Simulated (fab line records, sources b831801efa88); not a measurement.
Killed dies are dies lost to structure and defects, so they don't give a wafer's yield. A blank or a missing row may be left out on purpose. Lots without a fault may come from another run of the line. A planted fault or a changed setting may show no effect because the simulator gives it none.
Which tool did it? | flow sky130 | 12 lots, 36 wafers sampled, at 4 steps of a route of 708

WHAT THE GAUGES READ, wafer by wafer
SKY_LOCAL_INTERCONNECT_OVL_MEAS_12.
lot  | measured     | on         | LOCAL_INTERCONNECT_OVL (nm)
L380 | day 30 08:47 | overlay-02 | -3 -3 -11
L381 | day 30 15:22 | overlay-02 | 6 2 1
L385 | day 31 23:40 | overlay-02 | -12 -8 1
L386 | day 32 14:43 | overlay-01 | 5 6 17
L387 | day 32 17:25 | overlay-02 | 0 -4 4
L388 | day 33 00:30 | overlay-01 | 6 5 7
L389 | day 33 15:16 | overlay-01 | -1 11 3
L390 | day 34 00:01 | overlay-02 | -4 -2 -3
L391 | day 34 01:32 | overlay-02 | 2 7 -2
L397 | day 36 11:55 | overlay-01 | -3 -14 2
L399 | day 36 16:07 | overlay-01 | 2 -10 -2
L403 | day 37 17:01 | overlay-02 | -13 -20 -11

WHICH TOOL RAN EACH LOT (tool, then ch and the chambers of the sampled wafers, then the start)
lot  | SKY_POLY_CUT_ETCH_11               | SKY_LI_CONTACT_ETCH_14             | SKY_LOCAL_INTERCONNECT_SPUTTER_00
L380 | rie_diel-03 ch 0,2,3, day 24 04:50 | rie_diel-01 ch 0,2,3, day 29 04:03 | pvd_sputter-01, day 29 05:13
L381 | rie_diel-01 ch 0,1,2, day 24 08:59 | rie_diel-03 ch 0,1,2, day 29 09:26 | pvd_sputter-04, day 29 10:35
L385 | rie_diel-01 ch 0,3, day 26 00:08   | rie_diel-02 ch 1,2,3, day 30 18:54 | pvd_sputter-04, day 30 20:04
L386 | rie_diel-04 ch 2,3, day 26 14:35   | rie_diel-03 ch 2,3, day 31 10:17   | pvd_sputter-04, day 31 11:36
L387 | rie_diel-04 ch 1,2,3, day 26 17:41 | rie_diel-02 ch 2,3, day 31 13:27   | pvd_sputter-01, day 31 14:38
L388 | rie_diel-03 ch 0,2,3, day 26 23:47 | rie_diel-02 ch 0,1,3, day 31 20:05 | pvd_sputter-01, day 31 21:16
L389 | rie_diel-01 ch 0,1,2, day 27 15:23 | rie_diel-01 ch 1,2, day 32 10:44   | pvd_sputter-04, day 32 11:53
L390 | rie_diel-01 ch 0,1,3, day 28 02:28 | rie_diel-01 ch 0,1,2, day 32 19:32 | pvd_sputter-04, day 32 20:41
L391 | rie_diel-03 ch 0,2,3, day 28 05:05 | rie_diel-02 ch 1,2,3, day 32 21:23 | pvd_sputter-02, day 32 22:34
L397 | rie_diel-03 ch 0,1, day 30 17:59   | rie_diel-01 ch 2,3, day 35 08:56   | pvd_sputter-01, day 35 10:05
L399 | rie_diel-03 ch 0,1,2, day 30 22:47 | rie_diel-01 ch 0,2,3, day 35 12:38 | pvd_sputter-04, day 35 13:47
L403 | rie_diel-04 ch 0,3, day 32 00:38   | rie_diel-03 ch 2,3, day 36 13:06   | pvd_sputter-01, day 36 14:16
- SKY_POLY_CUT_ETCH_11: etches Si3N4 in CF4/CH2F2/Ar, stops on poly-Si, time 42.5 s, target depth 60 nm.
- SKY_LI_CONTACT_ETCH_14: etches BARC in N2/H2, stops on SiO2, time 45.9 s, target depth 60 nm.
- SKY_LOCAL_INTERCONNECT_SPUTTER_00: material TiN, target thk 100 nm, time 83.3 s.

WHAT THE TOOLS THEMSELVES READ (means of the sampled wafers that have a number; where no wafer has one, the mark that the record gives instead)
SKY_POLY_CUT_ETCH_11.
lot  | tool        | bias_w (W) | drypump_motor_current_A (A) | oes_product_au (a.u.) | run_length_s (s) | throttle_valve_pct (%)
L380 | rie_diel-03 | 149.8      | 5.8                         | 0.831                 | 70.3             | 14.998
L381 | rie_diel-01 | 150.1      | 6.2                         | 0.827                 | 70.9             | 14.997
L385 | rie_diel-01 | 150.2      | 5.5                         | 0.837                 | 71.0             | 14.998
L386 | rie_diel-04 | 150.1      | 5.9                         | 0.826                 | 70.6             | 14.996
L387 | rie_diel-04 | 149.4      | 6.0                         | 0.825                 | 70.5             | 14.996
L388 | rie_diel-03 | 149.9      | 5.8                         | 0.830                 | 70.2             | 14.990
L389 | rie_diel-01 | 150.0      | 6.2                         | 0.835                 | 70.9             | 15.004
L390 | rie_diel-01 | 150.4      | 6.0                         | 0.835                 | 71.0             | 14.996
L391 | rie_diel-03 | 150.3      | 5.8                         | 0.830                 | 70.3             | 14.985
L397 | rie_diel-03 | 150.0      | 6.1                         | 0.769                 | 77.4             | 14.996
L399 | rie_diel-03 | 150.0      | 5.9                         | 0.799                 | 73.9             | 14.998
L403 | rie_diel-04 | 150.5      | 5.5                         | 0.822                 | 70.4             | 14.994

SKY_LI_CONTACT_ETCH_14.
lot  | tool        | bias_w (W) | drypump_motor_current_A (A) | h2_flow_sccm (sccm) | n2_flow_sccm (sccm) | oes_product_au (a.u.) | run_length_s (s) | throttle_valve_pct (%)
L380 | rie_diel-01 | 100.3      | 5.8                         | 199.9               | 99.8                | 0.858                 | 74.1             | 13.219
L381 | rie_diel-03 | 100.5      | 5.9                         | 199.7               | 99.8                | 0.851                 | 74.0             | 13.224
L385 | rie_diel-02 | 100.3      | 5.6                         | 199.9               | 100.1               | 0.853                 | 74.5             | 13.222
L386 | rie_diel-03 | 99.9       | 5.8                         | 200.4               | 100.0               | 0.860                 | 74.0             | 13.229
L387 | rie_diel-02 | 99.9       | 5.4                         | 199.7               | 100.3               | 0.852                 | 74.4             | 13.223
L388 | rie_diel-02 | 99.9       | 5.7                         | 199.9               | 99.9                | 0.846                 | 74.2             | 13.225
L389 | rie_diel-01 | 100.1      | 6.7                         | 200.5               | 100.1               | 0.857                 | 74.1             | 13.227
L390 | rie_diel-01 | 99.9       | 6.2                         | 200.5               | 100.4               | 0.856                 | 74.4             | 13.225
L391 | rie_diel-02 | 100.2      | 5.6                         | 199.5               | 100.5               | 0.856                 | 74.5             | 13.221
L397 | rie_diel-01 | 99.7       | 5.9                         | 199.7               | 99.8                | 0.852                 | 74.1             | 13.223
L399 | rie_diel-01 | 99.9       | 5.8                         | 200.2               | 99.8                | 0.857                 | 74.3             | 13.228
L403 | rie_diel-03 | 100.1      | 5.6                         | 200.1               | 99.9                | 0.854                 | 74.0             | 13.221

SKY_LOCAL_INTERCONNECT_SPUTTER_00.
lot  | tool           | chamber_pressure_pa (Pa) | throttle_valve_pct (%)
L380 | pvd_sputter-01 | 0.3998                   | 30.5
L381 | pvd_sputter-04 | 0.3998                   | 30.3
L385 | pvd_sputter-04 | 0.4001                   | 30.0
L386 | pvd_sputter-04 | 0.4004                   | 30.2
L387 | pvd_sputter-01 | 0.3996                   | 29.7
L388 | pvd_sputter-01 | 0.4000                   | 30.5
L389 | pvd_sputter-04 | 0.3995                   | 30.5
L390 | pvd_sputter-04 | 0.3997                   | 30.0
L391 | pvd_sputter-02 | 0.4005                   | 29.8
L397 | pvd_sputter-01 | 0.3994                   | 30.7
L399 | pvd_sputter-04 | 0.3999                   | 30.2
L403 | pvd_sputter-01 | 0.3994                   | 31.5

THE ANSWER, worked out from the rows above alone
Rule: what is usual is taken from the lots themselves. Put in order of their means at a reading, lots are off if they are a third of the lots or fewer, leave a main group of 4 or more, and stand apart from it by a gap of 3 or more times the standard deviation of the main group's means; of several such gaps the widest counts. A main group whose means are all the same, to the digits that the tables above print for the reading, isn't used. A lot without any number at a reading at which 4 lots or more have one is off too. The other lots that the step has rows for count as sound. The gauges are gone through in route order, then the tools' own readings, and for those a lot's mean is taken as printed above. The first step at which some lot is off is used, and at that step the reading that is off furthest; a lot without a number counts as furthest.
Off: L397, L399, at SKY_POLY_CUT_ETCH_11 (run_length_s). The main group: mean 70.6 s, standard deviation 0.3.
A tool fits if, at that step or a process step before it, it ran every lot that is off, and no sound lot after the first of them. One fits: rie_diel-03 at SKY_POLY_CUT_ETCH_11. Its last sound lot is L391 (day 28 05:05), its first lot that is off L397 (day 30 17:59): a fault that began between those two fits.
The tool's own readings at SKY_POLY_CUT_ETCH_11 bear it out: on the lots that are off they differ by more than 5 times the standard deviation of the sound lots' means. oes_product_au reads 0.784 a.u. there against 0.830 a.u. on the sound lots; run_length_s reads 75.7 s there against 70.6 s on the sound lots.

WHAT THE SIMULATOR HAD PUT IN
Process parameter drift: rie_diel-03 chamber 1, from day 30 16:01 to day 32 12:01, at SKY_POLY_CUT_ETCH_11. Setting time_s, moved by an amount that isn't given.
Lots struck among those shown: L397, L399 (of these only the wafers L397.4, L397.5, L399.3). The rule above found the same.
